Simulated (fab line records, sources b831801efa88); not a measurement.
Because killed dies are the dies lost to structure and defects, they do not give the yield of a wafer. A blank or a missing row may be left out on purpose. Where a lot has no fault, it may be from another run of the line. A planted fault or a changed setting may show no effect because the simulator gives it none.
Which tool is to blame? / flow sky130 / 14 lots with 42 wafers sampled at 2 steps, on a route of 708 steps

== WHAT EACH GAUGE READ, for each wafer ==
SKY_VIA1_THK_MEAS_01.
lot=L444; measured=day 32 21:42; on=filmMetro-01; VIA1_HDPCVD_THK (nm)=1029 1034 1031
lot=L446; measured=day 33 10:23; on=filmMetro-03; VIA1_HDPCVD_THK (nm)=1025 1017 1011
lot=L448; measured=day 34 03:48; on=filmMetro-04; VIA1_HDPCVD_THK (nm)=1009 1007 1011
lot=L451; measured=day 35 14:20; on=filmMetro-01; VIA1_HDPCVD_THK (nm)=1025 1013 1019
lot=L452; measured=day 35 22:45; on=filmMetro-01; VIA1_HDPCVD_THK (nm)=1041 1034 1036
lot=L453; measured=day 36 05:34; on=filmMetro-04; VIA1_HDPCVD_THK (nm)=1039 1038 1034
lot=L454; measured=day 36 07:44; on=filmMetro-03; VIA1_HDPCVD_THK (nm)=928 938 1028
lot=L455; measured=day 36 11:44; on=filmMetro-01; VIA1_HDPCVD_THK (nm)=1041 1053 1042
lot=L459; measured=day 37 21:51; on=filmMetro-01; VIA1_HDPCVD_THK (nm)=918 926 1032
lot=L461; measured=day 38 18:08; on=filmMetro-01; VIA1_HDPCVD_THK (nm)=1023 1042 1027
lot=L464; measured=day 39 07:40; on=filmMetro-03; VIA1_HDPCVD_THK (nm)=1045 1033 1028
lot=L465; measured=day 39 11:56; on=filmMetro-04; VIA1_HDPCVD_THK (nm)=1029 1026 1019
lot=L466; measured=day 39 18:16; on=filmMetro-01; VIA1_HDPCVD_THK (nm)=1049 1023 1037
lot=L467; measured=day 39 23:16; on=filmMetro-01; VIA1_HDPCVD_THK (nm)=1050 1048 1055

== WHICH TOOL RAN EACH LOT (tool, then ch and the chambers of the sampled wafers, then the start) ==
lot=L444; SKY_VIA1_HDPCVD_00=hdpcvd-02 ch 0,1,2, day 32 21:37
lot=L446; SKY_VIA1_HDPCVD_00=hdpcvd-02 ch 0,2, day 33 10:16
lot=L448; SKY_VIA1_HDPCVD_00=hdpcvd-02 ch 0,1,2, day 34 03:40
lot=L451; SKY_VIA1_HDPCVD_00=hdpcvd-02 ch 0,1,2, day 35 14:16
lot=L452; SKY_VIA1_HDPCVD_00=hdpcvd-02 ch 1,2, day 35 22:37
lot=L453; SKY_VIA1_HDPCVD_00=hdpcvd-02 ch 0,1, day 36 05:26
lot=L454; SKY_VIA1_HDPCVD_00=hdpcvd-02 ch 0,1, day 36 07:38
lot=L455; SKY_VIA1_HDPCVD_00=hdpcvd-01 ch 0,1, day 36 11:37
lot=L459; SKY_VIA1_HDPCVD_00=hdpcvd-02 ch 1,2, day 37 21:43
lot=L461; SKY_VIA1_HDPCVD_00=hdpcvd-01 ch 0,1,2, day 38 18:01
lot=L464; SKY_VIA1_HDPCVD_00=hdpcvd-01 ch 1,2, day 39 07:32
lot=L465; SKY_VIA1_HDPCVD_00=hdpcvd-01 ch 0,1,2, day 39 11:52
lot=L466; SKY_VIA1_HDPCVD_00=hdpcvd-01 ch 0,2, day 39 18:10
lot=L467; SKY_VIA1_HDPCVD_00=hdpcvd-01 ch 1,2, day 39 23:09
- SKY_VIA1_HDPCVD_00: deposits SiO2, target thk 1030 nm, time 171.7 s.

== AS READ BY THE TOOLS THEMSELVES (means over the sampled wafers that have a number; for cases with no such wafer, the mark the record gives instead) ==
SKY_VIA1_HDPCVD_00.
lot=L444; tool=hdpcvd-02; pressureMtorr (mTorr)=5.999; runLengthS (s)=199.3
lot=L446; tool=hdpcvd-02; pressureMtorr (mTorr)=6.022; runLengthS (s)=199.4
lot=L448; tool=hdpcvd-02; pressureMtorr (mTorr)=5.993; runLengthS (s)=199.7
lot=L451; tool=hdpcvd-02; pressureMtorr (mTorr)=6.005; runLengthS (s)=199.3
lot=L452; tool=hdpcvd-02; pressureMtorr (mTorr)=6.000; runLengthS (s)=199.4
lot=L453; tool=hdpcvd-02; pressureMtorr (mTorr)=6.009; runLengthS (s)=199.5
lot=L454; tool=hdpcvd-02; pressureMtorr (mTorr)=6.007; runLengthS (s)=188.2
lot=L455; tool=hdpcvd-01; pressureMtorr (mTorr)=5.991; runLengthS (s)=199.4
lot=L459; tool=hdpcvd-02; pressureMtorr (mTorr)=5.985; runLengthS (s)=188.7
lot=L461; tool=hdpcvd-01; pressureMtorr (mTorr)=6.000; runLengthS (s)=200.0
lot=L464; tool=hdpcvd-01; pressureMtorr (mTorr)=5.994; runLengthS (s)=199.8
lot=L465; tool=hdpcvd-01; pressureMtorr (mTorr)=6.000; runLengthS (s)=199.9
lot=L466; tool=hdpcvd-01; pressureMtorr (mTorr)=6.005; runLengthS (s)=200.0
lot=L467; tool=hdpcvd-01; pressureMtorr (mTorr)=5.995; runLengthS (s)=200.2

== THE ANSWER, worked out from the rows above alone ==
Rule: the usual values come from the lots themselves. Put in order of their means at a reading, lots are off if they are a third of the lots or fewer, leave a main group of 4 or more, and stand apart from it by a gap of 3 or more times the standard deviation of the main group's means; of several such gaps the widest counts. The tables above print the reading to a certain number of digits; a main group whose means all agree to those digits is not used. Also off: a lot with no number at a reading for which 4 or more lots have one. All remaining lots with rows at the step are treated as sound. After the gauges, taken in route order, come the tools' own readings; for these a lot's mean is taken, as printed above. At the first step where some lot is off, the reading lying furthest off is the one used; lots without a number count as furthest.
Off: L454, L459, seen at SKY_VIA1_THK_MEAS_01 (VIA1_HDPCVD_THK). The main group has a mean of 1031 nm with a standard deviation of 11.
If a tool, at a process step before that reading, ran all the lots that are off and no sound lot after the first of them, it fits. Not tried: the gauges at SKY_VIA1_THK_MEAS_01; whatever is off there is also off at SKY_VIA1_HDPCVD_00, on other tools, and gauge error can't account for it. One fits: hdpcvd-02 at SKY_VIA1_HDPCVD_00. Its last sound lot is L453 (day 36 05:26), its first lot that is off L454 (day 36 07:38): a fault that began between those two fits.
On the lots that are off, the tool's own readings at SKY_VIA1_HDPCVD_00 differ by more than 5 times the standard deviation of the sound lots' means, which bears it out; runLengthS reads 188.4 s there versus 199.7 s on the sound lots.

== WHAT HAD BEEN PUT IN BY THE SIMULATOR ==
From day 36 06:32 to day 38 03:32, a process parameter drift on hdpcvd-02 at SKY_VIA1_HDPCVD_00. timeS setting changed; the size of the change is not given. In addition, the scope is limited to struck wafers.
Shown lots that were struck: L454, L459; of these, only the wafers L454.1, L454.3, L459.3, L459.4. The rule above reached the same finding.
